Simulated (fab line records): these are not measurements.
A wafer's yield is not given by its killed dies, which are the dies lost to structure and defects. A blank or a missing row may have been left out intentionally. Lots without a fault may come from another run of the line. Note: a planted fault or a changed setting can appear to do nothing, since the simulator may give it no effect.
Chamber matching :: flow gf180mcu :: 4 sister chambers for GF_PASSIVATION_ETCH_11 on rieDiel-02
The step etches the open film in CF4/O2, stops on TiN, target depth 1800 nm, time 400 s. 14 wafers are shown with their chamber, then 7 later ones without.

== WAFERS WITH THEIR CHAMBER ==
wafer: L662.3
chamber: 3
drypumpMotorCurrentA (A): 6.3
oesProductAu (a.u.): 0.967
throttleValvePct (%): 5.960

wafer: L662.4
chamber: 2
drypumpMotorCurrentA (A): 5.4
oesProductAu (a.u.): 0.976
throttleValvePct (%): 5.941

wafer: L662.6
chamber: 3
drypumpMotorCurrentA (A): 6.3
oesProductAu (a.u.): 0.985
throttleValvePct (%): 5.961

wafer: L667.3
chamber: 1
drypumpMotorCurrentA (A): 6.1
oesProductAu (a.u.): 0.956
throttleValvePct (%): 5.962

wafer: L667.5
chamber: 1
drypumpMotorCurrentA (A): 6.1
oesProductAu (a.u.): 0.959
throttleValvePct (%): 5.955

wafer: L667.6
chamber: 3
drypumpMotorCurrentA (A): 6.4
oesProductAu (a.u.): 0.965
throttleValvePct (%): 5.953

wafer: L671.3
chamber: 0
drypumpMotorCurrentA (A): 5.3
oesProductAu (a.u.): 0.958
throttleValvePct (%): 5.953

wafer: L671.4
chamber: 2
drypumpMotorCurrentA (A): 5.4
oesProductAu (a.u.): 0.956
throttleValvePct (%): 5.978

wafer: L671.5
chamber: 3
drypumpMotorCurrentA (A): 6.4
oesProductAu (a.u.): 0.967
throttleValvePct (%): 5.967

wafer: L672.2
chamber: 1
drypumpMotorCurrentA (A): 6.1
oesProductAu (a.u.): 0.965
throttleValvePct (%): 5.963

wafer: L672.5
chamber: 1
drypumpMotorCurrentA (A): 6.1
oesProductAu (a.u.): 0.979
throttleValvePct (%): 5.958

wafer: L672.6
chamber: 2
drypumpMotorCurrentA (A): 5.4
oesProductAu (a.u.): 0.979
throttleValvePct (%): 5.961

wafer: L673.1
chamber: 1
drypumpMotorCurrentA (A): 6.1
oesProductAu (a.u.): 0.969
throttleValvePct (%): 5.949

wafer: L673.3
chamber: 2
drypumpMotorCurrentA (A): 5.4
oesProductAu (a.u.): 0.954
throttleValvePct (%): 5.954

SIGNATURES (means of the wafers above)
reading: drypumpMotorCurrentA
chamber 0: 5.300
chamber 1: 6.100
chamber 2: 5.400
chamber 3: 6.350
scatter within a chamber: 0.0316

reading: oesProductAu
chamber 0: 0.95800
chamber 1: 0.96560
chamber 2: 0.96625
chamber 3: 0.97100
scatter within a chamber: 0.0105

reading: throttleValvePct
chamber 0: 5.95300
chamber 1: 5.95740
chamber 2: 5.95850
chamber 3: 5.96025
scatter within a chamber: 0.0097
Rule: for a wafer and a chamber, the distance is found by dividing, reading by reading, the gap between the wafer's reading and the chamber's mean by the reading's scatter, squaring, summing and taking the root. The wafer belongs to the nearest chamber; if the next one is less than 2 further off, it can't be placed. The scatter is the square root of a quotient: the sum, over the shown wafers, of each reading's squared deviation from its chamber's mean, divided by wafers minus chambers.

== WAFERS WITHOUT THEIR CHAMBER ==
wafer: L673.4
drypumpMotorCurrentA (A): 5.3
oesProductAu (a.u.): 0.983
throttleValvePct (%): 5.946

wafer: L674.1
drypumpMotorCurrentA (A): 5.3
oesProductAu (a.u.): 0.972
throttleValvePct (%): 5.955

wafer: L674.3
drypumpMotorCurrentA (A): 6.4
oesProductAu (a.u.): 0.956
throttleValvePct (%): 5.948

wafer: L674.4
drypumpMotorCurrentA (A): 6.1
oesProductAu (a.u.): 0.969
throttleValvePct (%): 5.958

wafer: L675.1
drypumpMotorCurrentA (A): 6.1
oesProductAu (a.u.): 0.953
throttleValvePct (%): 5.963

wafer: L675.3
drypumpMotorCurrentA (A): 6.4
oesProductAu (a.u.): 0.964
throttleValvePct (%): 5.965

wafer: L675.6
drypumpMotorCurrentA (A): 5.3
oesProductAu (a.u.): 0.968
throttleValvePct (%): 5.958

== EACH ONE'S CHAMBER ==
wafer: L673.4
from the rows above: can't be placed: 0 or 2
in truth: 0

wafer: L674.1
from the rows above: can't be placed: 0 or 2
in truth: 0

wafer: L674.3
from the rows above: 3
in truth: 3

wafer: L674.4
from the rows above: 1
in truth: 1

wafer: L675.1
from the rows above: 1
in truth: 1

wafer: L675.3
from the rows above: 3
in truth: 3

wafer: L675.6
from the rows above: 0
in truth: 0
5 of 7 placed correctly. Can't be placed from these rows: 2 (the true chamber is among the candidates in 2). Number placed wrongly: 0.
